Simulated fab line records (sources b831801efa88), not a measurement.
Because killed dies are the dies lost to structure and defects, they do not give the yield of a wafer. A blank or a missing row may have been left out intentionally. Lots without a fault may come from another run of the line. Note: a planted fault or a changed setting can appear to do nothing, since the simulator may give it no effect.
The tool behind it: which one? | flow sfq-line | 7 lots with 21 wafers sampled at 2 steps, on a route of 325 steps

## WHAT THE GAUGES READ, wafer by wafer
SFQ_L0_RS_MEAS_901: a four-point-probe measurement.
lot  | measured    | on            | L0_MONX_KI_RS (ohm/sq)
L630 | day 1 17:34 | film-metro-01 | 43.3 43.9 43.8
L632 | day 2 03:34 | film-metro-02 | 43.7 43.5 43.4
L635 | day 2 18:34 | film-metro-02 | 43.9 44.1 44.0
L638 | day 3 09:35 | film-metro-01 | 43.0 43.6 43.4
L642 | day 4 05:34 | film-metro-01 | 44.3 43.3 43.4
L649 | day 5 16:48 | film-metro-04 | 21.8 22.0 21.9
L651 | day 6 02:34 | film-metro-02 | 43.7 44.1 44.4

## TOOL THAT RAN EACH LOT (tool first, then ch and the chambers of the sampled wafers, then the start)
lot  | SFQ_TRILAYER_L0_DEP_SPUTTER_003
L630 | pvd-sputter-04, day 1 17:29
L632 | pvd-sputter-04, day 2 03:29
L635 | pvd-sputter-06, day 2 18:29
L638 | pvd-sputter-06, day 3 09:29
L642 | pvd-sputter-06, day 4 05:29
L649 | pvd-sputter-06, day 5 16:29
L651 | pvd-sputter-03, day 6 02:29
- SFQ_TRILAYER_L0_DEP_SPUTTER_003: material MoNx KI, target thk 40 nm, time 100 s.

## THE ANSWER, worked out from the rows above alone
Rule: what is usual is taken from the lots themselves. The widest of any qualifying gaps counts: lots, ordered by their means at a reading, are off when they make up no more than a third of the lots, leave a main group of 4 or more, and stand apart from it by 3 or more times the standard deviation of that group's means. The tables above print the reading to a certain number of digits; a main group whose means all agree to those digits is not used. Also off: a lot with no number at a reading for which 4 or more lots have one. All remaining lots with rows at the step are treated as sound.
Off: L649, seen at SFQ_L0_RS_MEAS_901 (L0_MONX_KI_RS). For the main group the mean is 43.7 ohm/sq and the standard deviation 0.25.
If a tool, at a process step before that reading, ran all the lots that are off and no sound lot after the first of them, it fits. Those tools and the gauges at SFQ_L0_RS_MEAS_901 are tried in the same way. Undecided on this evidence; 2 tools fit (pvd-sputter-06 at SFQ_TRILAYER_L0_DEP_SPUTTER_003, film-metro-04 at SFQ_L0_RS_MEAS_901).

## WHAT THE SIMULATOR HAD PUT IN
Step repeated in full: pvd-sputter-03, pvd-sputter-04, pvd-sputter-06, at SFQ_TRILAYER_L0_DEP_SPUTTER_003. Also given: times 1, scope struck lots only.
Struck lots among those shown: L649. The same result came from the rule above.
